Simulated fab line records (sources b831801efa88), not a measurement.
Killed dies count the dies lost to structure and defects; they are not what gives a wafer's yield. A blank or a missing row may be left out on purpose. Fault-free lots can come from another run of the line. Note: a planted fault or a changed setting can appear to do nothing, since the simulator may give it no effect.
What tool caused it? | flow sky130 | at 1 step of a route of 708, 6 lots with 18 wafers sampled

## WHAT THE GAUGES SHOWED, per wafer
SKY_VIA3_CD_MEAS_12: target cd 200 nm.
lot  | measured     | on        | cd_nm (nm)
L375 | day 39 22:08 | cd_sem-02 | 200.4 202.1 200.6
L377 | day 40 21:30 | cd_sem-01 | 200.7 199.7 199.4
L380 | day 41 16:53 | cd_sem-02 | 199.0 199.7 199.5
L384 | day 43 01:40 | cd_sem-01 | 200.1 200.6 200.0
L390 | day 44 14:54 | cd_sem-02 | 198.1 197.9 199.2
L393 | day 45 08:43 | cd_sem-01 | 200.5 201.0 200.5

## TOOL THAT RAN EACH LOT (tool first, then ch and the chambers of the sampled wafers, then the start)
There is no process step in the record ahead of these readings.

## THE ANSWER, worked out from the rows above alone
Rule: the lots themselves supply what counts as usual. Put in order of their means at a reading, lots are off if they are a third of the lots or fewer, leave a main group of 4 or more, and stand apart from it by a gap of 3 or more times the standard deviation of the main group's means; of several such gaps the widest counts. The tables above print the reading to a certain number of digits; a main group whose means all agree to those digits is not used. Also off: a lot with no number at a reading for which 4 or more lots have one. Any other lot the step has rows for is counted as sound.
Nothing can be told from this: no lot is off at any reading shown.

## WHAT THE SIMULATOR HAD PUT IN
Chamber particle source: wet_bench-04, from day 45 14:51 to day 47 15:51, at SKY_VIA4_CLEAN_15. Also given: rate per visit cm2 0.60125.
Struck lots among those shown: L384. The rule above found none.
